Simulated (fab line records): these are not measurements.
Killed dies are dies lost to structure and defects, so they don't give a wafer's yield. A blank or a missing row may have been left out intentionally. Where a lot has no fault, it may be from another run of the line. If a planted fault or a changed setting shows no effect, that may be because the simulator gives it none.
2 desks looking at one fault    flow gf180mcu    each desk has only its own numbers; what lay behind them comes last

AT THE METROLOGY DESK
What the gauges read, lot by lot, whatever tool the lot ran on: means of the sampled wafers that have a number. The brackets show how far a lot's mean lies from the usual mean; more than 4 standard deviations puts the lot out of limits, marked OUT.
Columns: A = M4_ALCU_RS at GF_M4_RS_MEAS_05, usual 0.0697 ohm/sq; B = V4_OVL at GF_V4_OVL_MEAS_15, usual 4 nm; C = PASSIVATION_CVD_00_THK at GF_PASSIVATION_THK_MEAS_01, usual 992 nm
lot   first seen here  A       B   C
L718  day 22 09:52     0.0698  0   983
L721  day 23 12:40     0.0698  5   1004
L722  day 23 20:40     0.0709  3   990
L724  day 24 19:52     0.0691  3   436 (-43) OUT
L725  day 25 04:05     0.0694  1   987
L726  day 25 07:50     0.0696  -0  436 (-43) OUT
L729  day 26 08:10     0.0695  5   990
L736  day 28 05:01     0.0700  -2  997
L737  day 28 12:25     0.0687  2   998
L738  day 28 16:20     0.0699  7   985
L739  day 29 00:05     0.0695  13  1000
L741  day 29 10:22     0.0709  -1  980
Finding of this desk: L724, L726 out of limits, first seen on L724 at day 30 03:25 (PASSIVATION_CVD_00_THK at GF_PASSIVATION_THK_MEAS_01). Within limits: L718, L721, L722, L725, L729, L736, L737, L738, L739, L741.

TOOL OWNER'S DESK, pecvd-04
The tool's own readings at GF_PASSIVATION_CVD_00 (deposits SiO2 from TEOS, target thk 1000 nm, time 111.95 s): means of the sampled wafers that have a number, for each lot that ran on this tool. The brackets show how far a lot's mean lies from the usual mean; more than 4 standard deviations puts the lot out of limits, marked OUT.
Columns: A = heaterPowerW at GF_PASSIVATION_CVD_00, usual 677 W
lot   first seen here  A
L718  day 28 03:02     628
L722  day 29 08:05     667
L724  day 30 03:20     704
L726  day 30 13:02     650
L737  day 33 06:27     702
L738  day 33 09:37     705
L739  day 33 16:53     691
Result from this desk: across the 7 lots, nothing is out of limits.

PUT TOGETHER
The metrology desk could have raised an alarm at day 30 03:25, on L724, L726.
The tool owner's desk saw nothing out of limits.
Tool owner's desk: L724, L726 on record, inside its limits.
Every lot named ran GF_PASSIVATION_CVD_00 on pecvd-04.

WHAT HAD BEEN PUT IN BY THE SIMULATOR
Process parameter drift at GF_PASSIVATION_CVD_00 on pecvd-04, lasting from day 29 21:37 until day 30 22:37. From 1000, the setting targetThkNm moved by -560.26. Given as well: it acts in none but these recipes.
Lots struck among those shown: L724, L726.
Delay in hours, fault start to first out-of-limits reading, per desk: metrology desk 6.
